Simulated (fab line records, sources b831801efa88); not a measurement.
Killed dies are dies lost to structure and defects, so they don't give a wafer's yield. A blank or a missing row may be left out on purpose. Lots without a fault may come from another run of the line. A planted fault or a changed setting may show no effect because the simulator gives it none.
Which tool did it? | flow sky130 | 6 lots, 18 wafers sampled, at 2 steps of a route of 708

WHAT THE GAUGES READ, wafer by wafer
SKY_SONOS_TUNNEL_CD_MEAS_07: target cd 410 nm.
lot  | measured     | on        | cd_nm (nm)
L905 | day 12 03:56 | cd_sem-02 | 413.0 411.3 412.8
L908 | day 13 10:16 | cd_sem-01 | 411.2 410.4 410.0
L910 | day 14 01:52 | cd_sem-02 | 408.7 406.6 408.2
L914 | day 15 08:37 | cd_sem-01 | 449.0 411.8 450.8
L922 | day 18 02:25 | cd_sem-01 | 412.4 412.0 413.3
L924 | day 18 14:54 | cd_sem-02 | 408.6 408.5 410.6

WHICH TOOL RAN EACH LOT (tool, then ch and the chambers of the sampled wafers, then the start)
lot  | SKY_SONOS_TUNNEL_DEVELOP_06
L905 | litho_track-01 ch 0, day 12 03:47
L908 | litho_track-01 ch 0, day 13 10:07
L910 | litho_track-02 ch 0, day 14 01:43
L914 | litho_track-01 ch 0, day 15 08:28
L922 | litho_track-04 ch 0, day 18 02:16
L924 | litho_track-04 ch 0, day 18 14:46
- SKY_SONOS_TUNNEL_DEVELOP_06: develop time 60 s.

THE ANSWER, worked out from the rows above alone
Rule: what is usual is taken from the lots themselves. Put in order of their means at a reading, lots are off if they are a third of the lots or fewer, leave a main group of 4 or more, and stand apart from it by a gap of 3 or more times the standard deviation of the main group's means; of several such gaps the widest counts. A main group whose means are all the same, to the digits that the tables above print for the reading, isn't used. A lot without any number at a reading at which 4 lots or more have one is off too. The other lots that the step has rows for count as sound.
Off: L914, at SKY_SONOS_TUNNEL_CD_MEAS_07 (cd_nm). The main group: mean 410.5 nm, standard deviation 1.8.
A tool fits if, at a process step before that reading, it ran every lot that is off, and no sound lot after the first of them. The gauges at SKY_SONOS_TUNNEL_CD_MEAS_07 are tried like those tools. One fits: litho_track-01 at SKY_SONOS_TUNNEL_DEVELOP_06. Its last sound lot is L908 (day 13 10:07), its first lot that is off L914 (day 15 08:28): a fault that began between those two fits.

WHAT THE SIMULATOR HAD PUT IN
Process parameter drift: litho_track-01, from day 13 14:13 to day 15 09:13, at SKY_SONOS_TUNNEL_DEVELOP_06. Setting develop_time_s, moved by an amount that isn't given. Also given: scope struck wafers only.
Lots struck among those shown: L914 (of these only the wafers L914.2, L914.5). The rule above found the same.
